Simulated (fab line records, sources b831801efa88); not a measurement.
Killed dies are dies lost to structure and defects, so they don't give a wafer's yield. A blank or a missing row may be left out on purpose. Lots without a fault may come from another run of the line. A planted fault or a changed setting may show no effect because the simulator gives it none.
Problem report in the 8D (eight disciplines) form, filled by code | flow gf180mcu | the parts of the form that need people (team, actions taken, sign-off) are left out

1. THE PROBLEM
HV_LDD_4_TW at GF_HV_LDD_TW_MEAS_50 reads a mean of 597.8 on 6 wafers of 2 lots; wafers without a fault read 568.4 with a standard deviation of 2.7. That is +11 standard deviations from the usual mean.
First seen on wafer L266.1, day 17 14:00, on film_metro-03. The record holds 39 wafers of 13 lots with a number at this step. Rule for "out", or "out of limits": more than 4 standard deviations from the usual mean. The other wafers with a number count as sound.

2. WHAT IT IS AND WHAT IT IS NOT
question                    | is                           | is not
which readings at this step | HV_LDD_4_TW                  | -
which lots                  | L266, L268                   | L251, L252, L253, L255, L256, L257, L258, L263, L270, L271, L274
which wafers of those lots  | all that have a number       | -
read on which gauges        | film_metro-01, film_metro-03 | film_metro-02
when                        | from day 17 14:00            | up to then (24 sound wafers); but 9 sound wafers of L270, L271, L274 came after

3. SUSPECTS, AND WHAT RULES EACH OUT
Counting: a tool at a process step up to the reading stays a suspect if it ran every lot that is out and no sound lot after the first of them.
- the gauge at GF_HV_LDD_TW_MEAS_50: ruled out. The wafers that are out were read on 2 gauges (film_metro-01, film_metro-03).
- implanter-01 at GF_HV_LDD_IMPLANT_48: kept. It ran every lot that is out, first L266 (day 17 13:45), and no sound lot after that; its last sound lot up to then is L258 (day 14 14:22). Its own readings are out on those wafers: beam_energy_keV.
Left after counting: implanter-01 at GF_HV_LDD_IMPLANT_48.

4. THE CAUSE (what the simulator had put in)
Process parameter drift: implanter-01, from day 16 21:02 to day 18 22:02, at GF_HV_LDD_IMPLANT_48. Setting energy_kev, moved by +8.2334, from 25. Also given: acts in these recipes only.
Counting left only this tool.

5. THE CHAIN OF EFFECTS, in route order
Each row: a reading whose mean over the struck wafers that have a number lies more than 3 standard deviations from the usual. Only readings for which the record gives a usual standard deviation are gone through. hours: the time from each lot's start at the first step in this table that gives one to its start at this step, as a median over the lots. sigmas: the change in usual standard deviations.
hours | step                 | reading         | usual  | on struck wafers | change | sigmas
0     | GF_HV_LDD_IMPLANT_48 | beam_energy_keV | 24.998 | 33.229           | +8.231 | +99 or more
0     | GF_HV_LDD_TW_MEAS_50 | HV_LDD_4_TW     | 568.4  | 597.8            | +29.4  | +11
The process steps in it:
- GF_HV_LDD_IMPLANT_48
Later measuring or inspecting steps at which every struck wafer that the step has a row for has a number for every such reading, and none has moved that far: GF_SAB_OVL_MEAS_10.

6. WHAT WOULD HAVE CAUGHT IT SOONER
In this record the first reading out of limits at a measuring or inspecting step was taken at day 17 14:00, 17 hours after the fault began at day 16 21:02.
The tool's own readings at GF_HV_LDD_IMPLANT_48 were out on every struck wafer that the step has a row for (beam_energy_keV): an alarm limit on them would have fired on the first of those.
Of the lots that are out (2), L268 began GF_HV_LDD_IMPLANT_48 on implanter-01 after day 17 14:00. A hold on the tool at that time would have spared it.
